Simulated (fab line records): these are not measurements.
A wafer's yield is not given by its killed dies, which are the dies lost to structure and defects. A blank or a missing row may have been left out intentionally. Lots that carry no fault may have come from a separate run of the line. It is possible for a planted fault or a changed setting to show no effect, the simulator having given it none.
The tool behind it: which one? -- flow sky130 -- 11 lots, 32 wafers sampled, at 3 steps of a route of 708

== WHAT THE GAUGES SHOWED, per wafer ==
SKY_CONTACT_RS_MEAS_25: uses a four-point probe to measure.
lot,measured,on,CONTACT_W_RS (ohm/sq)
L944,day 33 01:32,film metro-03,0.336 0.333 0.333
L947,day 33 20:30,film metro-01,0.772 0.804
L949,day 34 15:29,film metro-03,0.334 0.778 0.331
L957,day 36 21:19,film metro-01,0.339 0.342 0.342
L958,day 37 07:53,film metro-01,0.333 0.331 0.334
L959,day 37 11:32,film metro-02,0.342 0.342 0.343
L960,day 37 21:46,film metro-02,0.334 0.331 0.335
L961,day 38 04:55,film metro-02,0.346 0.341 0.346
L962,day 38 14:14,film metro-01,0.348 0.343 0.342
L963,day 38 15:13,film metro-01,0.335 0.330 0.334
L964,day 38 22:31,film metro-01,0.334 0.329 0.339

== WHICH TOOL RAN EACH LOT (tool, then ch and the chambers of the sampled wafers, then the start) ==
lot,SKY_LOCAL_INTERCONNECT_ETCH_13,SKY_CONTACT_CVD_24
L944,"rie metal-03 ch 0,1, day 31 19:42","cvd w-02 ch 0,1, day 33 01:26"
L947,"rie metal-02 ch 0,1, day 32 15:10","cvd w-02 ch 1, day 33 20:23"
L949,"rie metal-03 ch 0,1, day 33 10:22","cvd w-02 ch 0,1, day 34 15:23"
L957,"rie metal-03 ch 0,1, day 35 17:48","cvd w-01 ch 0,1, day 36 21:11"
L958,"rie metal-03 ch 0,1, day 36 03:36","cvd w-02 ch 0,1, day 37 07:47"
L959,"rie metal-01 ch 0,1, day 36 06:54","cvd w-01 ch 0, day 37 11:24"
L960,"rie metal-03 ch 0,1, day 36 16:58","cvd w-02 ch 0,1, day 37 21:38"
L961,"rie metal-01 ch 0,1, day 37 00:31","cvd w-01 ch 0,1, day 38 04:49"
L962,"rie metal-02 ch 0,1, day 37 10:16","cvd w-01 ch 0,1, day 38 14:06"
L963,"rie metal-03 ch 0,1, day 37 10:58","cvd w-02 ch 0,1, day 38 15:06"
L964,"rie metal-02 ch 0,1, day 37 18:15","cvd w-02 ch 0,1, day 38 22:25"
- SKY_LOCAL_INTERCONNECT_ETCH_13: etches BARC in N2/H2, stops on SiO2, time 45.9 s, target depth 60 nm.
- SKY_CONTACT_CVD_24: deposits W, target thk 340 nm, time 102.12 s.

== THE ANSWER, worked out from the rows above alone ==
Rule: what is usual is taken from the lots themselves. The widest of any qualifying gaps counts: lots, ordered by their means at a reading, are off when they make up no more than a third of the lots, leave a main group of 4 or more, and stand apart from it by 3 or more times the standard deviation of that group's means. A main group is skipped when, at the precision printed for the reading in the tables above, its means are all equal. A lot without any number at a reading at which 4 lots or more have one is off too. All remaining lots with rows at the step are treated as sound.
Off: at SKY_CONTACT_RS_MEAS_25 (CONTACT_W_RS), L947, L949. Mean 0.338 ohm/sq and standard deviation 0.0049 in the main group.
If a tool, at a process step before that reading, ran all the lots that are off and no sound lot after the first of them, it fits. Gauges at SKY_CONTACT_RS_MEAS_25: tried the same way as those tools. Of those tried, none fits.

== WHAT THE SIMULATOR HAD PUT IN ==
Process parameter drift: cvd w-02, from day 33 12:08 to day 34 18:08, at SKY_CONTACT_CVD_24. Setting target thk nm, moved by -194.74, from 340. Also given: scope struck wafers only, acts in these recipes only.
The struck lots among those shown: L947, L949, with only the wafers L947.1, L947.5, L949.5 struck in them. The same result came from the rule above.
